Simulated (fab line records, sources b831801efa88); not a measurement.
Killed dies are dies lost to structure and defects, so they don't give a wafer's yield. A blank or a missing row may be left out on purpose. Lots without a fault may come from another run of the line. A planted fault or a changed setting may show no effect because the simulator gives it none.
Which tool did it? | flow sky130 | 12 lots, 36 wafers sampled, at 3 steps of a route of 708

WHAT THE GAUGES READ, wafer by wafer
SKY_PASSIVATION_THK_MEAS_01. Usual: PASSIVATION_CVD_00_THK 90.0 nm, standard deviation 1.3.
lot  | measured     | on            | PASSIVATION_CVD_00_THK (nm) | flag
L908 | day 43 22:02 | film_metro-04 | 89.8 90.6 91.4              |
L909 | day 44 08:16 | film_metro-03 | 88.8 89.8 90.6              |
L910 | day 44 09:50 | film_metro-01 | 91.4 91.9 92.5              |
L911 | day 44 20:50 | film_metro-01 | 88.0 89.8 89.9              |
L912 | day 45 05:10 | film_metro-01 | 89.3 92.6 92.5              |
L914 | day 45 11:59 | film_metro-01 | 89.2 89.5 90.2              |
L916 | day 46 17:01 | film_metro-03 | 91.1 89.2 89.8              |
L915 | day 46 18:25 | film_metro-01 | 88.5 88.5 90.5              |
L919 | day 46 23:34 | film_metro-03 | 89.9 91.2 92.5              |
L927 | day 48 15:03 | film_metro-03 | 88.1 88.9 89.9              |
L928 | day 48 21:49 | film_metro-01 | 90.4 91.5 92.0              |
L930 | day 49 03:25 | film_metro-04 | 88.4 90.7 90.7              |

WHICH TOOL RAN EACH LOT (tool, then ch and the chambers of the sampled wafers, then the start)
lot  | SKY_LDD_N_STRIP_16                   | SKY_METAL5_SPUTTER_02
L908 | plasma_asher-02 ch 0,1, day 17 19:13 | pvd_sputter-01, day 42 22:13
L909 | plasma_asher-01 ch 0,1, day 18 14:43 | pvd_sputter-02, day 43 08:58
L910 | plasma_asher-04 ch 1, day 18 14:49   | pvd_sputter-02, day 43 10:04
L911 | plasma_asher-01 ch 0,1, day 19 03:16 | pvd_sputter-01, day 43 21:40
L912 | plasma_asher-04 ch 0,1, day 19 16:01 | pvd_sputter-02, day 44 05:45
L914 | plasma_asher-02 ch 0,1, day 20 02:19 | pvd_sputter-02, day 44 13:24
L916 | plasma_asher-02 ch 0, day 21 06:58   | pvd_sputter-01, day 45 19:43
L915 | plasma_asher-02 ch 0,1, day 21 07:19 | pvd_sputter-02, day 45 21:53
L919 | plasma_asher-02 ch 0,1, day 22 03:34 | pvd_sputter-01, day 46 02:46
L927 | plasma_asher-02 ch 0,1, day 24 16:40 | pvd_sputter-02, day 47 18:20
L928 | plasma_asher-04 ch 0,1, day 25 02:40 | pvd_sputter-01, day 48 01:39
L930 | plasma_asher-04 ch 0,1, day 25 19:31 | pvd_sputter-03, day 48 07:58
- SKY_LDD_N_STRIP_16: strips in O2/N2.
- SKY_METAL5_SPUTTER_02: material AlCu, target thk 1150 nm, time 61.2 s.

WHAT THE TOOLS THEMSELVES READ (means of the sampled wafers that have a number; where no wafer has one, the mark that the record gives instead)
SKY_LDD_N_STRIP_16. Usual: drypump_motor_current_A 5.7 A, standard deviation 0.67; oes_product_au 0.406 a.u., standard deviation 0.0046; strip_time_to_endpoint_s 4.313 s, standard deviation 0.015.
lot  | tool            | drypump_motor_current_A (A) | oes_product_au (a.u.) | strip_time_to_endpoint_s (s) | flag
L908 | plasma_asher-02 | 5.5                         | 0.408                 | 4.310                        |
L909 | plasma_asher-01 | 5.9                         | 0.408                 | 4.289                        |
L910 | plasma_asher-04 | 4.7                         | 0.408                 | 4.327                        |
L911 | plasma_asher-01 | 5.9                         | 0.406                 | 4.298                        |
L912 | plasma_asher-04 | 5.3                         | 0.408                 | 4.305                        |
L914 | plasma_asher-02 | 5.5                         | 0.405                 | 4.297                        |
L916 | plasma_asher-02 | 6.2                         | 0.410                 | 4.329                        |
L915 | plasma_asher-02 | 5.5                         | 0.405                 | 4.308                        |
L919 | plasma_asher-02 | 5.9                         | 0.406                 | 4.296                        |
L927 | plasma_asher-02 | 5.9                         | 0.407                 | 4.331                        |
L928 | plasma_asher-04 | 5.9                         | 0.408                 | 4.304                        |
L930 | plasma_asher-04 | 5.3                         | 0.405                 | 4.333                        |

SKY_METAL5_SPUTTER_02. Usual: throttle_valve_pct 30.2 %, standard deviation 0.7.
lot  | tool           | throttle_valve_pct (%) | flag
L908 | pvd_sputter-01 | 30.7                   |
L909 | pvd_sputter-02 | 29.5                   |
L910 | pvd_sputter-02 | 29.9                   |
L911 | pvd_sputter-01 | 30.5                   |
L912 | pvd_sputter-02 | 29.8                   |
L914 | pvd_sputter-02 | 29.3                   |
L916 | pvd_sputter-01 | 31.3                   |
L915 | pvd_sputter-02 | 29.9                   |
L919 | pvd_sputter-01 | 30.9                   |
L927 | pvd_sputter-02 | 29.5                   |
L928 | pvd_sputter-01 | 31.3                   |
L930 | pvd_sputter-03 | 29.7                   |

THE ANSWER, worked out from the rows above alone
Rule: a lot is off if the mean of its wafers that have a number lies more than 3 standard deviations from the usual mean. A lot without any number at a reading at which 4 lots or more have one is off too. The other lots that the step has rows for count as sound. The gauges are gone through in route order, then the tools' own readings, and for those a lot's mean is taken as printed above. The first step at which some lot is off is used, and at that step the reading that is off furthest; a lot without a number counts as furthest.
No lot is off at any reading shown: from this, nothing can be told.

WHAT THE SIMULATOR HAD PUT IN
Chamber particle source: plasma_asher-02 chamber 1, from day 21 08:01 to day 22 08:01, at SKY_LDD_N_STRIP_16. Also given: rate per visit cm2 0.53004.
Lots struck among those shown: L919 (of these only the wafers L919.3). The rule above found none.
